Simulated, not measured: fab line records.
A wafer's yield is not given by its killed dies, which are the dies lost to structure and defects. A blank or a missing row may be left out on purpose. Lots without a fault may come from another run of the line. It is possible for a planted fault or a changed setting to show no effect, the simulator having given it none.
Split-lot experiment :: flow sky130 :: route with 708 steps; 5 lots, 23 wafers read

THE SPLIT ITSELF
At SKY_PWDE_COAT_02 (resist thk 3000 nm), the setting resist-thk-nm was moved away from the recipe's 3000 nm on 8 of the 23 wafers read, by -4.4% to +5.4%. For the rest of the wafers, this setting stayed at what the recipe calls for.

Reading taken at the split's own step.

THE READING
coat_of_PWDE_COAT_02.thk-nm (the simulator's own value, which no gauge read), in nm, at SKY_PWDE_COAT_02 (resist thk 3000 nm). The file gives no usual value for it. The 15 wafers here that ran the recipe average 3007 nm, standard deviation 7.2 nm.

wafer: L079.1
tool, chamber at the split: litho-track-01, 0
resist-thk-nm as run, nm: 2869
against the recipe: -4.4%
coat_of_PWDE_COAT_02.thk-nm, nm: 2873
against lot-mates on the recipe: -125

wafer: L079.2
tool, chamber at the split: litho-track-01, 0
resist-thk-nm as run, nm: 3000
against the recipe: recipe
coat_of_PWDE_COAT_02.thk-nm, nm: 3006
against lot-mates on the recipe: -

wafer: L079.3
tool, chamber at the split: litho-track-01, 0
resist-thk-nm as run, nm: 2869
against the recipe: -4.4%
coat_of_PWDE_COAT_02.thk-nm, nm: 2874
against lot-mates on the recipe: -124

wafer: L079.4
tool, chamber at the split: litho-track-01, 0
resist-thk-nm as run, nm: 3000
against the recipe: recipe
coat_of_PWDE_COAT_02.thk-nm, nm: 2999
against lot-mates on the recipe: -

wafer: L079.6
tool, chamber at the split: litho-track-01, 0
resist-thk-nm as run, nm: 3000
against the recipe: recipe
coat_of_PWDE_COAT_02.thk-nm, nm: 2990
against lot-mates on the recipe: -

wafer: L080.1
tool, chamber at the split: litho-track-01, 0
resist-thk-nm as run, nm: 3162
against the recipe: +5.4%
coat_of_PWDE_COAT_02.thk-nm, nm: 3156
against lot-mates on the recipe: +152

wafer: L080.2
tool, chamber at the split: litho-track-01, 0
resist-thk-nm as run, nm: 3162
against the recipe: +5.4%
coat_of_PWDE_COAT_02.thk-nm, nm: 3165
against lot-mates on the recipe: +162

wafer: L080.4
tool, chamber at the split: litho-track-01, 0
resist-thk-nm as run, nm: 3000
against the recipe: recipe
coat_of_PWDE_COAT_02.thk-nm, nm: 3007
against lot-mates on the recipe: -

wafer: L080.5
tool, chamber at the split: litho-track-01, 0
resist-thk-nm as run, nm: 3000
against the recipe: recipe
coat_of_PWDE_COAT_02.thk-nm, nm: 3000
against lot-mates on the recipe: -

wafer: L080.6
tool, chamber at the split: litho-track-01, 0
resist-thk-nm as run, nm: 3162
against the recipe: +5.4%
coat_of_PWDE_COAT_02.thk-nm, nm: 3166
against lot-mates on the recipe: +162

wafer: L081.1
tool, chamber at the split: litho-track-02, 0
resist-thk-nm as run, nm: 3000
against the recipe: recipe
coat_of_PWDE_COAT_02.thk-nm, nm: 3012
against lot-mates on the recipe: -

wafer: L081.2
tool, chamber at the split: litho-track-02, 0
resist-thk-nm as run, nm: 3000
against the recipe: recipe
coat_of_PWDE_COAT_02.thk-nm, nm: 3016
against lot-mates on the recipe: -

wafer: L081.3
tool, chamber at the split: litho-track-02, 0
resist-thk-nm as run, nm: 3000
against the recipe: recipe
coat_of_PWDE_COAT_02.thk-nm, nm: 3013
against lot-mates on the recipe: -

wafer: L084.2
tool, chamber at the split: litho-track-02, 0
resist-thk-nm as run, nm: 2892
against the recipe: -3.6%
coat_of_PWDE_COAT_02.thk-nm, nm: 2899
against lot-mates on the recipe: -114

wafer: L084.3
tool, chamber at the split: litho-track-02, 0
resist-thk-nm as run, nm: 3000
against the recipe: recipe
coat_of_PWDE_COAT_02.thk-nm, nm: 3017
against lot-mates on the recipe: -

wafer: L084.4
tool, chamber at the split: litho-track-02, 0
resist-thk-nm as run, nm: 2892
against the recipe: -3.6%
coat_of_PWDE_COAT_02.thk-nm, nm: 2901
against lot-mates on the recipe: -112

wafer: L084.5
tool, chamber at the split: litho-track-02, 0
resist-thk-nm as run, nm: 3000
against the recipe: recipe
coat_of_PWDE_COAT_02.thk-nm, nm: 3008
against lot-mates on the recipe: -

wafer: L084.6
tool, chamber at the split: litho-track-02, 0
resist-thk-nm as run, nm: 2892
against the recipe: -3.6%
coat_of_PWDE_COAT_02.thk-nm, nm: 2909
against lot-mates on the recipe: -104

wafer: L085.1
tool, chamber at the split: litho-track-02, 0
resist-thk-nm as run, nm: 3000
against the recipe: recipe
coat_of_PWDE_COAT_02.thk-nm, nm: 3012
against lot-mates on the recipe: -

wafer: L085.2
tool, chamber at the split: litho-track-02, 0
resist-thk-nm as run, nm: 3000
against the recipe: recipe
coat_of_PWDE_COAT_02.thk-nm, nm: 3003
against lot-mates on the recipe: -

wafer: L085.3
tool, chamber at the split: litho-track-02, 0
resist-thk-nm as run, nm: 3000
against the recipe: recipe
coat_of_PWDE_COAT_02.thk-nm, nm: 3001
against lot-mates on the recipe: -

wafer: L085.5
tool, chamber at the split: litho-track-02, 0
resist-thk-nm as run, nm: 3000
against the recipe: recipe
coat_of_PWDE_COAT_02.thk-nm, nm: 3013
against lot-mates on the recipe: -

wafer: L085.6
tool, chamber at the split: litho-track-02, 0
resist-thk-nm as run, nm: 3000
against the recipe: recipe
coat_of_PWDE_COAT_02.thk-nm, nm: 3002
against lot-mates on the recipe: -

THE FIT
A straight line over all 23 wafers: coat_of_PWDE_COAT_02.thk-nm changes by +29.2 nm for each +1% of resist-thk-nm; r = +1.00; the points scatter about the line by 6.8 nm.
The same after taking each lot's own level away (the mean of its wafers on the recipe; 23 wafers): +29.5 nm for each +1%; r = +1.00; scatter 5 nm.
According to that fit, moving resist-thk-nm by its largest amount changes the reading by 1.6e+02 nm.
Measured against the standard deviation above, the lots' own levels, which go from 2998.3 to 3013.7 nm, span 2.1 times it.
So the lot-to-lot level changes the slope little: the two slopes agree.
Check: for one of the wafers moved furthest among these (+5.4%), held out of the fit, the line's prediction against its lot-mates is +161 nm. Against them it came out at +152 nm.

OTHER SPLITS ON THESE WAFERS
Before the reading, these wafers also passed through other splits. Each is held against what the fit with the lots' levels taken away leaves over:
other split on the same wafers: SKY_FIELD_ISO_OXIDATION_01 temp-c
wafers away from the commonest value: 15
r with coat_of_PWDE_COAT_02.thk-nm (lot level and that fit taken away): -0.11

other split on the same wafers: SKY_FIELD_ISO_EXPOSE_10 dose-mj
wafers away from the commonest value: 10
r with coat_of_PWDE_COAT_02.thk-nm (lot level and that fit taken away): +0.39

other split on the same wafers: SKY_NWELL_OXIDATION_01 temp-c
wafers away from the commonest value: 15
r with coat_of_PWDE_COAT_02.thk-nm (lot level and that fit taken away): +0.04

THE WHOLE CHAIN: every reading that the file lists as answering this split, in the file's order
step: SKY_PWDE_COAT_02
what it does: resist thk 3000 nm
reading: coat_of_PWDE_COAT_02.thk-nm (the simulator's own value, which no gauge read)
change (the file's fit): +29.4 nm for each +1% of the setting
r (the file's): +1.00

step: SKY_PWDE_STRIP_09
what it does: strips in O2/N2
reading: strip-time-to-endpoint-s
change (the file's fit): withheld for each +1% of the setting
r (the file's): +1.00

FILE'S OWN FIT
coat_of_PWDE_COAT_02.thk-nm changes by +29.4 nm for each +1% of resist-thk-nm, r = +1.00.
